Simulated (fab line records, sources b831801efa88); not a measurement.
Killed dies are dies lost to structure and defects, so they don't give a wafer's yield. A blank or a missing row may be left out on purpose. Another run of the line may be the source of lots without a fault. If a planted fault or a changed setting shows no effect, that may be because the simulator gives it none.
2 desks looking at one fault / flow sky130 / each desk has only its own numbers; what lay behind them comes last

## THE TOOL OWNER'S DESK: lpcvd-02
The tool's own readings at SKY_SPACER_CVD_00 (deposits Si3N4 from DCS/NH3, target thk 43.1 nm, time 740 s): means of the sampled wafers that have a number, for each lot that ran on this tool. A lot is out of limits, marked OUT, if its mean lies more than 4 standard deviations from the usual mean; the brackets give that distance.
Columns: A = spike tc bottom C at SKY_SPACER_CVD_00, usual 790.1 C; B = susceptor temp C at SKY_SPACER_CVD_00, usual 770.0 C; C = zone power lower pct at SKY_SPACER_CVD_00, usual 13.3 %; D = zone power upper pct at SKY_SPACER_CVD_00, usual 13.7 %
lot=L567; first seen here=day 23 08:55; A=789.2; B=770.1; C=15.1; D=13.2
lot=L573; first seen here=day 25 18:33; A=790.6; B=769.6; C=11.8; D=14.4
lot=L574; first seen here=day 25 18:33; A=791.0; B=770.0; C=11.8; D=14.2
lot=L575; first seen here=day 25 20:49; A=790.6; B=769.9; C=11.8; D=14.2
lot=L582; first seen here=day 28 12:36; A=789.5; B=769.8; C=15.2; D=13.2
lot=L583; first seen here=day 28 21:07; A=790.5; B=769.7; C=11.7; D=14.2
lot=L585; first seen here=day 29 11:09; A=790.2; B=770.0; C=15.1; D=13.1
lot=L586; first seen here=day 29 13:37; A=790.4; B=770.3; C=15.1; D=12.9
lot=L587; first seen here=day 30 00:16; A=790.8; B=769.8; C=15.2; D=13.0
lot=L588; first seen here=day 30 10:05; A=790.9; B=770.2; C=11.9; D=14.3
lot=L589; first seen here=day 31 03:13; A=790.4; B=770.1; C=15.0; D=13.0
Finding of this desk: none of the 11 lots has anything out of limits.

## FROM THE METROLOGY DESK
Means of the sampled wafers that have a number, per lot and without regard to the tool the lot ran on: this is what the gauges read. A lot is out of limits, marked OUT, if its mean lies more than 4 standard deviations from the usual mean; the brackets give that distance.
Columns: A = LDD_HVP_TW at SKY_LDD_HVP_TW_MEAS_10, usual 455.2; B = SPACER_CVD_00_THK at SKY_SPACER_THK_MEAS_01, usual 43.3 nm; C = POLY_CUT_OVL at SKY_POLY_CUT_OVL_MEAS_09, usual -2 nm; D = cd nm at SKY_SD_P_CD_MEAS_07, usual 380.6 nm
lot=L567; first seen here=day 22 01:43; A=456.0; B=43.8; C=0; D=377.8
lot=L573; first seen here=day 23 22:16; A=453.1; B=82.8 (+99 or more) OUT; C=-; D=-
lot=L574; first seen here=day 24 04:32; A=450.3; B=82.1 (+99 or more) OUT; C=-; D=-
lot=L575; first seen here=day 24 13:55; A=454.0; B=82.0 (+99 or more) OUT; C=-; D=-
lot=L582; first seen here=day 27 06:53; A=451.7; B=43.6; C=-1; D=379.5
lot=L583; first seen here=day 27 15:40; A=459.3; B=43.4; C=-1; D=380.5
lot=L585; first seen here=day 28 06:01; A=454.5; B=43.2; C=-5; D=379.1
lot=L586; first seen here=day 28 09:04; A=456.3; B=42.8; C=5; D=382.7
lot=L587; first seen here=day 28 17:36; A=458.0; B=43.7; C=-2; D=379.3
lot=L588; first seen here=day 29 05:25; A=454.7; B=43.5; C=-4; D=377.0
lot=L589; first seen here=day 29 22:58; A=455.1; B=43.4; C=2; D=383.1
This desk reports L573, L574, L575 out of limits; the earliest was L573 at day 25 19:46 (SPACER_CVD_00_THK at SKY_SPACER_THK_MEAS_01). L567, L582, L583, L585, L586, L587, L588, L589 stayed within limits.

## ALL TOGETHER
On L573, L574, L575, the metrology desk was in a position to raise an alarm at day 25 19:46.
The desk of the tool owner found nothing out of limits.
On record at the tool owner's desk: L573, L574, L575, within its limits.
On lpcvd-02, each named lot ran SKY_SPACER_CVD_00.

## WHAT THE SIMULATOR HAD PUT IN
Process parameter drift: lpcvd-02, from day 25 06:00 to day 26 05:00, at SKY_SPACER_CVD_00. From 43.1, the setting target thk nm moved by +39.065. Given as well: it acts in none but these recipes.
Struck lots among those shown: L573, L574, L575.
Delay in hours, fault start to first out-of-limits reading, per desk: metrology desk 14.
